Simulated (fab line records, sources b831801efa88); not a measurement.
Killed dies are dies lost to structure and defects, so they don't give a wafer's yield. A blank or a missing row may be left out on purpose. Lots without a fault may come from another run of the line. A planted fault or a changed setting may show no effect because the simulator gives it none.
One fault seen from 2 desks | flow gf180mcu | each desk has only its own numbers; what lay behind them comes last

THE TOOL OWNER'S DESK: implanter-02
The tool's own readings at GF_HV_LDD_IMPLANT_48: means of the sampled wafers that have a number, for each lot that ran on this tool. A lot is out of limits, marked OUT, if its mean lies more than 4 standard deviations from the usual mean; the brackets give that distance.
Columns: A = beam_energy_keV at GF_HV_LDD_IMPLANT_48, usual 24.999; B = dose_ions_cm2 at GF_HV_LDD_IMPLANT_48, usual 3e+13; C = faraday_current_uA at GF_HV_LDD_IMPLANT_48, usual 169
lot  | first seen here | A      | B               | C
L596 | day 13 07:25    | 24.999 | 3e+13           | 168
L597 | day 13 15:27    | 24.993 | 3e+13           | 170
L600 | day 14 20:23    | 24.998 | 3e+13           | 170
L609 | day 17 15:11    | 25.004 | 3e+13 (+93) OUT | 187 (+5.6) OUT
L610 | day 18 06:42    | 24.994 | 3e+13 (+92) OUT | 186 (+5.2) OUT
This desk's finding: out of limits on L609, L610; first on L609, day 17 15:11 (dose_ions_cm2 at GF_HV_LDD_IMPLANT_48). In limits: L596, L597, L600.

THE METROLOGY DESK
What the gauges read, lot by lot, whatever tool the lot ran on: means of the sampled wafers that have a number. A lot is out of limits, marked OUT, if its mean lies more than 4 standard deviations from the usual mean; the brackets give that distance.
Columns: A = cd_nm at GF_HV_LDD_CD_MEAS_31, usual 399.7 nm; B = cd_nm at GF_HV_LDD_CD_MEAS_46, usual 401.4 nm; C = HV_LDD_4_TW at GF_HV_LDD_TW_MEAS_50, usual 570; D = HV_LDD_CVD_56_THK at GF_HV_LDD_THK_MEAS_57, usual 90.3 nm
lot  | first seen here | A     | B     | C              | D
L594 | day 12 02:44    | 398.8 | 402.9 | 573            | 89.4
L595 | day 12 06:25    | 397.3 | 404.0 | 568            | 90.4
L596 | day 12 11:01    | 398.0 | 401.5 | 570            | 90.3
L597 | day 12 18:38    | 399.5 | 400.0 | 572            | 90.5
L598 | day 13 05:40    | 400.4 | 399.6 | 567            | 91.5
L599 | day 13 09:30    | 399.2 | 403.3 | 570            | 90.9
L600 | day 13 21:59    | 399.3 | 405.7 | 571            | 89.8
L602 | day 14 14:02    | 401.7 | 399.8 | 574            | 90.5
L609 | day 16 15:28    | 395.8 | 399.1 | 591 (+6.5) OUT | 90.0
L610 | day 17 06:46    | 400.6 | 402.9 | 595 (+7.6) OUT | 89.8
L611 | day 17 08:13    | 398.8 | 401.1 | 565            | 90.3
L612 | day 17 12:29    | 403.1 | 399.4 | 568            | 91.4
L615 | day 19 05:40    | 399.0 | 403.2 | 575            | 90.1
L616 | day 19 07:25    | 398.9 | 396.5 | 570            | 90.8
This desk's finding: out of limits on L609, L610; first on L609, day 17 15:25 (HV_LDD_4_TW at GF_HV_LDD_TW_MEAS_50). In limits: L594, L595, L596, L597, L598, L599, L600, L602, L611, L612, L615, L616.

PUT TOGETHER
The tool owner's desk could have raised an alarm at day 17 15:11, on L609, L610.
The metrology desk could have raised an alarm at day 17 15:25, on L609, L610.
Of the lots named, all ran GF_HV_LDD_IMPLANT_48 on implanter-02.

WHAT THE SIMULATOR HAD PUT IN
Process parameter drift: implanter-02, from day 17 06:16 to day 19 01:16, at GF_HV_LDD_IMPLANT_48. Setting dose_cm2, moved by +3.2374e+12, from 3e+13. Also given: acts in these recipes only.
Lots struck among those shown: L609, L610.
Hours from the fault's start to each desk's first reading out of limits: the tool owner's desk, 9; the metrology desk, 9.
